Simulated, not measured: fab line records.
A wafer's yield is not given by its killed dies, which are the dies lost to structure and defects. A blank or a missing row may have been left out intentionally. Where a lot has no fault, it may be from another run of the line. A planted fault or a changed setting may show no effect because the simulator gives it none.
Which of the tools did it? || flow gf180mcu || 12 lots, 36 wafers sampled, at 5 steps of a route of 602

== WHAT THE GAUGES SHOWED, per wafer ==
GF_M4_RS_MEAS_05: uses a four-point probe to measure.
{"lot": "L283", "measured": "day 22 11:31", "on": "film-metro-04", "M4_ALCU_RS (ohm/sq)": "0.0699 0.0687 0.0695"}
{"lot": "L285", "measured": "day 23 18:27", "on": "film-metro-02", "M4_ALCU_RS (ohm/sq)": "0.0693 0.0687 0.0689"}
{"lot": "L286", "measured": "day 23 19:01", "on": "film-metro-01", "M4_ALCU_RS (ohm/sq)": "0.0694 0.0698 0.0698"}
{"lot": "L287", "measured": "day 24 12:01", "on": "film-metro-02", "M4_ALCU_RS (ohm/sq)": "0.0693 0.0692 0.0697"}
{"lot": "L290", "measured": "day 25 10:50", "on": "film-metro-01", "M4_ALCU_RS (ohm/sq)": "0.0703 0.0699 0.0699"}
{"lot": "L291", "measured": "day 25 13:43", "on": "film-metro-04", "M4_ALCU_RS (ohm/sq)": "0.0693 0.0693 0.0702"}
{"lot": "L296", "measured": "day 26 21:36", "on": "film-metro-04", "M4_ALCU_RS (ohm/sq)": "0.0699 0.0697 0.0697"}
{"lot": "L300", "measured": "day 28 04:03", "on": "film-metro-04", "M4_ALCU_RS (ohm/sq)": "0.0701 0.0706 0.0691"}
{"lot": "L302", "measured": "day 28 12:42", "on": "film-metro-02", "M4_ALCU_RS (ohm/sq)": "0.0704 0.0705 0.0698"}
{"lot": "L304", "measured": "day 29 05:17", "on": "film-metro-01", "M4_ALCU_RS (ohm/sq)": "0.0704 0.0704 0.0707"}
{"lot": "L305", "measured": "day 29 10:19", "on": "film-metro-04", "M4_ALCU_RS (ohm/sq)": "0.0697 0.0684 0.0686"}
{"lot": "L306", "measured": "day 29 18:55", "on": "film-metro-01", "M4_ALCU_RS (ohm/sq)": "0.0696 0.0682 0.0686"}

GF_M4_OVL_MEAS_15.
{"lot": "L283", "measured": "day 23 10:40", "on": "overlay-02", "M4_OVL (nm)": "13 12 16"}
{"lot": "L285", "measured": "day 24 16:47", "on": "overlay-01", "M4_OVL (nm)": "1 3 0"}
{"lot": "L286", "measured": "day 24 17:26", "on": "overlay-01", "M4_OVL (nm)": "2 -4 -3"}
{"lot": "L287", "measured": "day 25 10:08", "on": "overlay-01", "M4_OVL (nm)": "-4 0 -3"}
{"lot": "L290", "measured": "day 26 08:06", "on": "overlay-02", "M4_OVL (nm)": "-13 -20 -10"}
{"lot": "L291", "measured": "day 26 10:46", "on": "overlay-01", "M4_OVL (nm)": "-8 -3 -5"}
{"lot": "L296", "measured": "day 27 17:07", "on": "overlay-02", "M4_OVL (nm)": "17 15 13"}
{"lot": "L300", "measured": "day 28 23:52", "on": "overlay-02", "M4_OVL (nm)": "2 13 6"}
{"lot": "L302", "measured": "day 29 09:14", "on": "overlay-01", "M4_OVL (nm)": "-10 -8 -6"}
{"lot": "L304", "measured": "day 30 00:02", "on": "overlay-01", "M4_OVL (nm)": "7 5 9"}
{"lot": "L305", "measured": "day 30 05:17", "on": "overlay-01", "M4_OVL (nm)": "8 3 7"}
{"lot": "L306", "measured": "day 30 14:06", "on": "overlay-02", "M4_OVL (nm)": "-7 2 -2"}

GF_V4_THK_MEAS_03.
{"lot": "L283", "measured": "day 23 11:35", "on": "film-metro-01", "V4_CVD_02_THK (nm)": "866 859 864"}
{"lot": "L285", "measured": "day 24 17:43", "on": "film-metro-04", "V4_CVD_02_THK (nm)": "859 861 883"}
{"lot": "L286", "measured": "day 24 18:21", "on": "film-metro-01", "V4_CVD_02_THK (nm)": "845 858 861"}
{"lot": "L287", "measured": "day 25 11:02", "on": "film-metro-04", "V4_CVD_02_THK (nm)": "854 846 852"}
{"lot": "L290", "measured": "day 26 09:01", "on": "film-metro-03", "V4_CVD_02_THK (nm)": "843 857 864"}
{"lot": "L291", "measured": "day 26 11:52", "on": "film-metro-03", "V4_CVD_02_THK (nm)": "853 866 861"}
{"lot": "L296", "measured": "day 27 18:01", "on": "film-metro-03", "V4_CVD_02_THK (nm)": "843 522 862"}
{"lot": "L300", "measured": "day 29 00:45", "on": "film-metro-03", "V4_CVD_02_THK (nm)": "847 863 869"}
{"lot": "L302", "measured": "day 29 10:15", "on": "film-metro-01", "V4_CVD_02_THK (nm)": "852 859 871"}
{"lot": "L304", "measured": "day 30 01:16", "on": "film-metro-04", "V4_CVD_02_THK (nm)": "849 866 854"}
{"lot": "L305", "measured": "day 30 06:11", "on": "film-metro-04", "V4_CVD_02_THK (nm)": "853 868 855"}
{"lot": "L306", "measured": "day 30 14:59", "on": "film-metro-04", "V4_CVD_02_THK (nm)": "840 850 858"}

== TOOL THAT RAN EACH LOT (tool first, then ch and the chambers of the sampled wafers, then the start) ==
{"lot": "L283", "GF_M4_SPUTTER_00": "pvd-sputter-03, day 22 11:17", "GF_V4_CVD_02": "pecvd-02 ch 0,1,2, day 23 11:31"}
{"lot": "L285", "GF_M4_SPUTTER_00": "pvd-sputter-03, day 23 18:14", "GF_V4_CVD_02": "pecvd-02 ch 1,2, day 24 17:38"}
{"lot": "L286", "GF_M4_SPUTTER_00": "pvd-sputter-01, day 23 18:47", "GF_V4_CVD_02": "pecvd-03 ch 1,2, day 24 18:14"}
{"lot": "L287", "GF_M4_SPUTTER_00": "pvd-sputter-02, day 24 11:47", "GF_V4_CVD_02": "pecvd-02 ch 0,1,2, day 25 10:58"}
{"lot": "L290", "GF_M4_SPUTTER_00": "pvd-sputter-03, day 25 10:37", "GF_V4_CVD_02": "pecvd-01 ch 0,1,2, day 26 08:57"}
{"lot": "L291", "GF_M4_SPUTTER_00": "pvd-sputter-03, day 25 13:28", "GF_V4_CVD_02": "pecvd-03 ch 0,1, day 26 11:47"}
{"lot": "L296", "GF_M4_SPUTTER_00": "pvd-sputter-03, day 26 21:20", "GF_V4_CVD_02": "pecvd-02 ch 0,1, day 27 17:56"}
{"lot": "L300", "GF_M4_SPUTTER_00": "pvd-sputter-02, day 28 03:49", "GF_V4_CVD_02": "pecvd-01 ch 0,2, day 29 00:40"}
{"lot": "L302", "GF_M4_SPUTTER_00": "pvd-sputter-03, day 28 12:28", "GF_V4_CVD_02": "pecvd-03 ch 0,2, day 29 10:10"}
{"lot": "L304", "GF_M4_SPUTTER_00": "pvd-sputter-03, day 29 05:02", "GF_V4_CVD_02": "pecvd-03 ch 0,1,2, day 30 01:11"}
{"lot": "L305", "GF_M4_SPUTTER_00": "pvd-sputter-02, day 29 10:03", "GF_V4_CVD_02": "pecvd-03 ch 1,2, day 30 06:05"}
{"lot": "L306", "GF_M4_SPUTTER_00": "pvd-sputter-01, day 29 18:41", "GF_V4_CVD_02": "pecvd-02 ch 0,1,2, day 30 14:55"}
- GF_M4_SPUTTER_00: material Ti, target thk 37.5 nm, time 147.8 s.
- GF_V4_CVD_02: deposits SiO2 from TEOS, target thk 850 nm, time 94.851 s.

== AS READ BY THE TOOLS THEMSELVES (means over the sampled wafers that have a number; for cases with no such wafer, the mark the record gives instead) ==
GF_M4_SPUTTER_00.
{"lot": "L283", "tool": "pvd-sputter-03", "cathode-dc-power-W (W)": 3999.7, "throttle-valve-pct (%)": 30.9}
{"lot": "L285", "tool": "pvd-sputter-03", "cathode-dc-power-W (W)": 4000.7, "throttle-valve-pct (%)": 29.6}
{"lot": "L286", "tool": "pvd-sputter-01", "cathode-dc-power-W (W)": 3999.4, "throttle-valve-pct (%)": 29.7}
{"lot": "L287", "tool": "pvd-sputter-02", "cathode-dc-power-W (W)": 4000.3, "throttle-valve-pct (%)": 30.1}
{"lot": "L290", "tool": "pvd-sputter-03", "cathode-dc-power-W (W)": 4000.1, "throttle-valve-pct (%)": 30.7}
{"lot": "L291", "tool": "pvd-sputter-03", "cathode-dc-power-W (W)": 4000.4, "throttle-valve-pct (%)": 29.4}
{"lot": "L296", "tool": "pvd-sputter-03", "cathode-dc-power-W (W)": 4000.0, "throttle-valve-pct (%)": 29.6}
{"lot": "L300", "tool": "pvd-sputter-02", "cathode-dc-power-W (W)": 3999.8, "throttle-valve-pct (%)": 30.4}
{"lot": "L302", "tool": "pvd-sputter-03", "cathode-dc-power-W (W)": 4000.0, "throttle-valve-pct (%)": 29.3}
{"lot": "L304", "tool": "pvd-sputter-03", "cathode-dc-power-W (W)": 4000.3, "throttle-valve-pct (%)": 29.7}
{"lot": "L305", "tool": "pvd-sputter-02", "cathode-dc-power-W (W)": 3999.8, "throttle-valve-pct (%)": 30.4}
{"lot": "L306", "tool": "pvd-sputter-01", "cathode-dc-power-W (W)": 4000.5, "throttle-valve-pct (%)": 29.6}

GF_V4_CVD_02.
{"lot": "L283", "tool": "pecvd-02", "heater-power-w (W)": 750}
{"lot": "L285", "tool": "pecvd-02", "heater-power-w (W)": 753}
{"lot": "L286", "tool": "pecvd-03", "heater-power-w (W)": 651}
{"lot": "L287", "tool": "pecvd-02", "heater-power-w (W)": 707}
{"lot": "L290", "tool": "pecvd-01", "heater-power-w (W)": 724}
{"lot": "L291", "tool": "pecvd-03", "heater-power-w (W)": 637}
{"lot": "L296", "tool": "pecvd-02", "heater-power-w (W)": 760}
{"lot": "L300", "tool": "pecvd-01", "heater-power-w (W)": 761}
{"lot": "L302", "tool": "pecvd-03", "heater-power-w (W)": 660}
{"lot": "L304", "tool": "pecvd-03", "heater-power-w (W)": 682}
{"lot": "L305", "tool": "pecvd-03", "heater-power-w (W)": 563}
{"lot": "L306", "tool": "pecvd-02", "heater-power-w (W)": 747}

== THE ANSWER, worked out from the rows above alone ==
Rule: the usual values come from the lots themselves. The widest of any qualifying gaps counts: lots, ordered by their means at a reading, are off when they make up no more than a third of the lots, leave a main group of 4 or more, and stand apart from it by 3 or more times the standard deviation of that group's means. A main group is skipped when, at the precision printed for the reading in the tables above, its means are all equal. Also off: a lot with no number at a reading for which 4 or more lots have one. Where the step has rows for the other lots, those lots are counted as sound. The gauges are gone through in route order, then the tools' own readings, and for those a lot's mean is taken as printed above. The first step at which some lot is off is used, and at that step the reading that is off furthest; a lot without a number counts as furthest.
Off: L296, at GF_V4_THK_MEAS_03 (V4_CVD_02_THK). The main group: mean 858 nm, standard deviation 5.1.
If a tool, at a process step before that reading, ran all the lots that are off and no sound lot after the first of them, it fits. Those tools and the gauges at GF_V4_THK_MEAS_03 are tried in the same way. No candidate that was tried fits.

== WHAT THE SIMULATOR HAD PUT IN ==
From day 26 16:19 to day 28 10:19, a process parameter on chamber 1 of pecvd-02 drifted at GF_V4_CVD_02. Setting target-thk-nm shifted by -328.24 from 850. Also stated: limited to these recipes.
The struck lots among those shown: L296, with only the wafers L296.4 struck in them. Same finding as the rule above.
